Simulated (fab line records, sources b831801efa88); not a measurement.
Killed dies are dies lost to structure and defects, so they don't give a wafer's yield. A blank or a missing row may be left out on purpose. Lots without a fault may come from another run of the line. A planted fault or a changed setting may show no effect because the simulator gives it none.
Chamber matching | flow gf180mcu | GF_V4_CMP_26 on cmp-02: 4 sister chambers
The step polishes, stops on SiO2, t overpolish 15 s, target thk 0 nm. 20 wafers are shown with their chamber, then 10 later ones without.

WAFERS WITH THEIR CHAMBER
wafer  | chamber | motor_current_A (A) | platen_rpm (rpm) | time_to_endpoint_s (s)
L346.2 | 0       | 12.6                | 60.07            | 88
L346.3 | 3       | 9.8                 | 60.01            | 91
L346.4 | 1       | 12.4                | 60.00            | 84
L348.1 | 1       | 12.2                | 59.97            | 83
L348.2 | 3       | 9.5                 | 59.94            | 87
L348.3 | 0       | 12.5                | 60.01            | 86
L349.1 | 0       | 11.8                | 59.98            | 78
L349.3 | 3       | 9.3                 | 59.99            | 82
L349.5 | 1       | 12.0                | 60.02            | 77
L350.2 | 2       | 8.7                 | 60.08            | 89
L350.4 | 3       | 9.8                 | 60.01            | 88
L350.6 | 3       | 9.1                 | 59.96            | 89
L351.1 | 3       | 9.9                 | 59.97            | 89
L351.2 | 2       | 8.9                 | 60.08            | 86
L351.3 | 0       | 12.6                | 59.97            | 80
L352.1 | 3       | 10.0                | 60.01            | 90
L352.3 | 0       | 12.2                | 60.01            | 81
L352.5 | 3       | 9.9                 | 60.00            | 91
L353.1 | 1       | 11.9                | 59.98            | 81
L353.3 | 3       | 9.4                 | 59.99            | 89

SIGNATURES (means of the wafers above)
reading            | chamber 0 | chamber 1 | chamber 2 | chamber 3 | scatter within a chamber
motor_current_A    | 12.340    | 12.125    | 8.800     | 9.633     | 0.3
platen_rpm         | 60.0080   | 59.9925   | 60.0800   | 59.9867   | 0.028
time_to_endpoint_s | 82.60     | 81.25     | 87.50     | 88.44     | 3.21
Rule: a wafer's distance from a chamber is the root of the sum, over the readings, of the square of ((its reading less the chamber's mean) divided by the reading's scatter). The wafer belongs to the nearest chamber; if the next one is less than 2 further off, it can't be placed. The scatter: the root of (the sum of the squares of (reading less its chamber's mean) over the shown wafers, divided by (wafers less chambers)).

WAFERS WITHOUT THEIR CHAMBER
wafer  | motor_current_A (A) | platen_rpm (rpm) | time_to_endpoint_s (s)
L353.5 | 12.2                | 60.00            | 78
L355.3 | 12.4                | 60.00            | 79
L355.5 | 9.1                 | 60.03            | 87
L355.6 | 10.0                | 59.96            | 90
L356.1 | 9.7                 | 60.02            | 90
L356.4 | 8.7                 | 59.93            | 85
L356.6 | 11.8                | 59.95            | 81
L367.2 | 9.2                 | 60.02            | 82
L367.4 | 12.1                | 60.01            | 79
L367.5 | 9.1                 | 59.96            | 81

WHICH CHAMBER EACH WENT THROUGH
wafer  | from the rows above     | in truth
L353.5 | can't be placed: 1 or 0 | 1
L355.3 | can't be placed: 0 or 1 | 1
L355.5 | can't be placed: 2 or 3 | 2
L355.6 | 3                       | 3
L356.1 | 3                       | 3
L356.4 | can't be placed: 3 or 2 | 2
L356.6 | can't be placed: 1 or 0 | 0
L367.2 | can't be placed: 3 or 2 | 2
L367.4 | can't be placed: 1 or 0 | 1
L367.5 | can't be placed: 3 or 2 | 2
Placed correctly: 2 of 10. Can't be placed from these rows: 8 (the true chamber is among the candidates in 8). Placed wrongly: 0.
